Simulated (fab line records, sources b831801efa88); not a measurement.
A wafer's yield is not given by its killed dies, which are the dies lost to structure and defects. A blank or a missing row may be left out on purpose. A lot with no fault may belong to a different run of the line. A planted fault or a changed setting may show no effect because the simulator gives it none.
2 desks looking at one fault :: flow gf180mcu :: only its own numbers are on each desk; what lay behind them is given at the end

== DESK OF THE TOOL OWNER: pvd-sputter-01 ==
The tool's own readings at GF_M2_SPUTTER_00 (material Ti, target thk 37.5 nm, time 150 s): means of the sampled wafers that have a number, for each lot that ran on this tool. Marked OUT: a lot whose mean sits more than 4 standard deviations from the usual mean, which makes it out of limits; the brackets give that distance.
Columns: A = throttle-valve-pct at GF_M2_SPUTTER_00, usual 29.2 %
lot: L154
first seen here: day 18 20:20
A: 28.5

lot: L155
first seen here: day 18 23:35
A: 29.0

lot: L156
first seen here: day 19 07:37
A: 29.1

lot: L159
first seen here: day 20 15:22
A: 29.1

lot: L161
first seen here: day 21 09:10
A: 28.7

lot: L162
first seen here: day 21 15:40
A: 29.1
Result from this desk: across the 6 lots, nothing is out of limits.

== METROLOGY DESK ==
Lot by lot, what the gauges showed, no matter which tool ran the lot: averages of those sampled wafers that carry a number. Marked OUT: a lot whose mean sits more than 4 standard deviations from the usual mean, which makes it out of limits; the brackets give that distance.
Columns: A = M3_OVL at GF_M3_OVL_MEAS_15, usual 0 nm; B = V3_OVL at GF_V3_OVL_MEAS_15, usual 2 nm
lot: L154
first seen here: day 22 01:08
A: -6
B: 11

lot: L155
first seen here: day 22 04:22
A: -1
B: -6

lot: L156
first seen here: day 22 11:34
A: -2
B: 1

lot: L159
first seen here: day 23 17:19
A: 3
B: -3

lot: L160
first seen here: day 24 02:52
A: 5
B: 7

lot: L161
first seen here: day 24 10:32
A: -1
B: -3

lot: L162
first seen here: day 24 17:46
A: 4
B: 0

lot: L163
first seen here: day 25 07:10
A: 9
B: 10

lot: L171
first seen here: day 27 15:13
A: -6
B: -4

lot: L172
first seen here: day 27 19:32
A: -2
B: 4

lot: L173
first seen here: day 28 02:49
A: 8
B: 4

lot: L174
first seen here: day 28 07:48
A: -5
B: 4

lot: L176
first seen here: day 28 19:22
A: 3
B: 0
Result from this desk: across the 13 lots, nothing is out of limits.

== PUT TOGETHER ==
The tool owner's desk saw nothing out of limits.
Nothing out of limits was seen by the metrology desk.

== WHAT THE SIMULATOR HAD INSERTED ==
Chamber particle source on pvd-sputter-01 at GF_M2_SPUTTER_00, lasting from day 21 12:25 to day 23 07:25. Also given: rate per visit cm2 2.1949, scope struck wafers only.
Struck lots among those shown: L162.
